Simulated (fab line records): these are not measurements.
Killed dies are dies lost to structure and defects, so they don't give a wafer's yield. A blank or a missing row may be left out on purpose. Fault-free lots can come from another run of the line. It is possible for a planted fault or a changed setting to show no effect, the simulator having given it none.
The same fault as seen by 2 desks -- flow gf180mcu -- each desk holds nothing but its own numbers, with what lay behind them at the end

## TOOL OWNER'S DESK, implanter-02
For each lot that ran on this tool, the mean over its sampled wafers that have a number, from the tool's own readings at GF_DNWELL_IMPLANT_07. If a lot's mean is further than 4 standard deviations from the usual mean, the lot is out of limits and carries the mark OUT (the distance appears in the brackets).
Columns: A = beam_energy_keV at GF_DNWELL_IMPLANT_07, usual 1500.1
lot,first seen here,A
L461,day 3 19:51,1500.0
L463,day 4 07:36,1745.1 (+99 or more) OUT
L464,day 4 12:42,1744.8 (+99 or more) OUT
L479,day 7 21:19,1499.4
Finding of this desk: L463, L464 out of limits; the first was L463 at day 4 07:36, on beam_energy_keV at GF_DNWELL_IMPLANT_07. L461, L479: within limits.

## FROM THE METROLOGY DESK
What the gauges read, lot by lot, whatever tool the lot ran on: means of the sampled wafers that have a number. If a lot's mean is further than 4 standard deviations from the usual mean, the lot is out of limits and carries the mark OUT (the distance appears in the brackets).
Columns: A = STI_OXIDATION_02_THK at GF_STI_THK_MEAS_30, usual 9.80 nm
lot,first seen here,A
L457,day 2 10:22,9.84
L461,day 3 06:32,9.87
L463,day 3 17:58,9.89
L464,day 3 23:16,9.86
L472,day 5 16:49,9.77
L479,day 7 05:40,9.82
This desk's verdict: no lot among the 6 shows anything out of limits.

## PUT TOGETHER
An alarm could have come from the tool owner's desk at day 4 07:36, on L463, L464.
Nothing out of limits was seen by the metrology desk.
The metrology desk has L463, L464 on record, within its limits.
Of the lots named, all ran GF_DNWELL_IMPLANT_07 on implanter-02.

## WHAT HAD BEEN PUT IN BY THE SIMULATOR
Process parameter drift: implanter-02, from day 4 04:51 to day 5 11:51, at GF_DNWELL_IMPLANT_07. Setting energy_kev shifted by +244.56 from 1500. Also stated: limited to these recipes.
Shown lots that were struck: L463, L464.
Delay in hours, fault start to first out-of-limits reading, by desk: the tool owner's desk at 3.
